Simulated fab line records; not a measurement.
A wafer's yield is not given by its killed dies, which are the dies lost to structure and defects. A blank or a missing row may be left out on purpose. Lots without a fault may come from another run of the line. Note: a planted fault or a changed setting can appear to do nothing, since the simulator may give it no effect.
Which of the tools did it? | flow gf180mcu | Sampling: 12 lots, 36 wafers, 2 of 602 route steps

WHAT EACH GAUGE READ, for each wafer
GF_POLY_GATE_OVL_MEAS_11.
lot  | measured     | on         | POLY_GATE_OVL (nm)
L075 | day 10 19:56 | overlay-01 | 3 3 6
L077 | day 11 11:26 | overlay-01 | -6 -11 -7
L079 | day 11 20:27 | overlay-01 | -16 -7 -15
L081 | day 12 09:45 | overlay-01 | -5 -13 -6
L083 | day 12 23:41 | overlay-01 | -9 -6 -3
L085 | day 13 11:09 | overlay-01 | -12 -3 -3
L087 | day 14 02:39 | overlay-01 | -8 -10 -6
L089 | day 14 15:47 | overlay-01 | -2 -9 -7
L091 | day 15 04:20 | overlay-01 | -14 3 -1
L093 | day 15 18:11 | overlay-01 | 1 -3 -4
L095 | day 16 04:26 | overlay-02 | -5 -1 -10
L097 | day 16 17:00 | overlay-01 | -14 -14 -10

TOOL THAT RAN EACH LOT (tool first, then ch and the chambers of the sampled wafers, then the start)
lot  | GF_MVSD_STRIP_10
L075 | plasma_asher-02 ch 0,1, day 5 07:31
L077 | plasma_asher-02 ch 0,1, day 5 16:58
L079 | plasma_asher-02 ch 0,1, day 6 05:14
L081 | plasma_asher-04 ch 0,1, day 6 16:13
L083 | plasma_asher-04 ch 0,1, day 7 04:31
L085 | plasma_asher-01 ch 0,1, day 7 17:53
L087 | plasma_asher-04 ch 0,1, day 8 04:07
L089 | plasma_asher-02 ch 0,1, day 8 13:49
L091 | plasma_asher-04 ch 0,1, day 9 00:41
L093 | plasma_asher-04 ch 0,1, day 9 10:00
L095 | plasma_asher-01 ch 0,1, day 9 20:30
L097 | plasma_asher-01 ch 0,1, day 10 07:53
- GF_MVSD_STRIP_10: strips in O2/N2.

THE ANSWER, worked out from the rows above alone
Rule: the lots themselves supply what counts as usual. The widest of any qualifying gaps counts: lots, ordered by their means at a reading, are off when they make up no more than a third of the lots, leave a main group of 4 or more, and stand apart from it by 3 or more times the standard deviation of that group's means. The tables above print the reading to a certain number of digits; a main group whose means all agree to those digits is not used. A lot without any number at a reading at which 4 lots or more have one is off too. All remaining lots with rows at the step are treated as sound.
Across all readings shown, no lot is off: no conclusion can be drawn from this.

WHAT THE SIMULATOR HAD INSERTED
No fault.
